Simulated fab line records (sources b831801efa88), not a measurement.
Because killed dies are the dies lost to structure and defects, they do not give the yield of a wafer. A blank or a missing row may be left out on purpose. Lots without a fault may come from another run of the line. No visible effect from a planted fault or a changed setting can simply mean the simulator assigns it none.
Code-filled problem report in 8D (eight disciplines) form    flow gf180mcu    the parts of the form that need people (team, actions taken, sign-off) are left out

== 1. THE ISSUE ==
run-length-s at GF_M2_STRIP_18 reads a mean of 1104 s on 6 wafers of 2 lots; wafers without a fault read 1227 s with a standard deviation of 3.6. That puts it -34 standard deviations away from the usual mean.
The step: strips in post etch residue remover, time 1200 s.
First seen on wafer L340.3, day 21 05:26, on wet-bench-04. The record holds 36 wafers of 12 lots with a number at this step. The rule behind "out" and "out of limits": a value lying over 4 standard deviations away from the usual mean. Any other wafer with a number is counted as sound.

== 2. WHAT IT IS, AND WHAT IT ISN'T ==
question                     is                      is not
which readings at this step  run-length-s            bath-guard-temp-C
which lots                   L340, L341              L335, L336, L339, L348, L351, L352, L354, L355, L356, L358
which wafers of those lots   all that have a number  -
read on which tools          wet-bench-04            wet-bench-01, wet-bench-03
when                         from day 21 05:26       up to then (9 sound wafers); but 21 sound wafers of L348, L351, L352, L354, L355, L356, L358 came after

== 3. WHAT RULES OUT EACH SUSPECT ==
Counting: any tool at a process step up to the reading is kept as a suspect provided that every lot that is out went through it and no sound lot did after the first of them.
- wet-bench-04 at GF_M2_STRIP_18 (strips in post etch residue remover, time 1200 s): ruled out as a lasting fault. Sound lots L355, L356 ran on it after its first lot that is out, L340 (day 21 05:26).
Left after counting: nothing in the record.

== 4. THE CAUSE (what the simulator had put in) ==
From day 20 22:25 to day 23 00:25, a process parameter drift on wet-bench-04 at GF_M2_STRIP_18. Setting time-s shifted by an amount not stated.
Counting ruled it out, wrongly.

== 5. SEQUENCE OF EFFECTS, ordered by route ==
Each row: a reading where the mean over the struck wafers with a number is more than 3 standard deviations away from the usual. Only readings for which the record gives a usual standard deviation are gone through. hours: the time from each lot's start at the first step in this table that gives one to its start at this step, as a median over the lots. sigmas: the change in usual standard deviations.
hours  step            reading       usual   on struck wafers  change  sigmas
0      GF_M2_STRIP_18  run-length-s  1227 s  1104              -122    -34
It contains these process steps:
- GF_M2_STRIP_18: strips in post etch residue remover, time 1200 s.
Later steps that measure or inspect, where all struck wafers having a row at the step show a number for every such reading and not one has moved that far: GF_V4_OVL_MEAS_15.

== 6. WHAT WOULD HAVE CAUGHT IT SOONER ==
In this record the first reading out of limits was taken at day 21 05:26, 7 hours after the fault began at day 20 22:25.
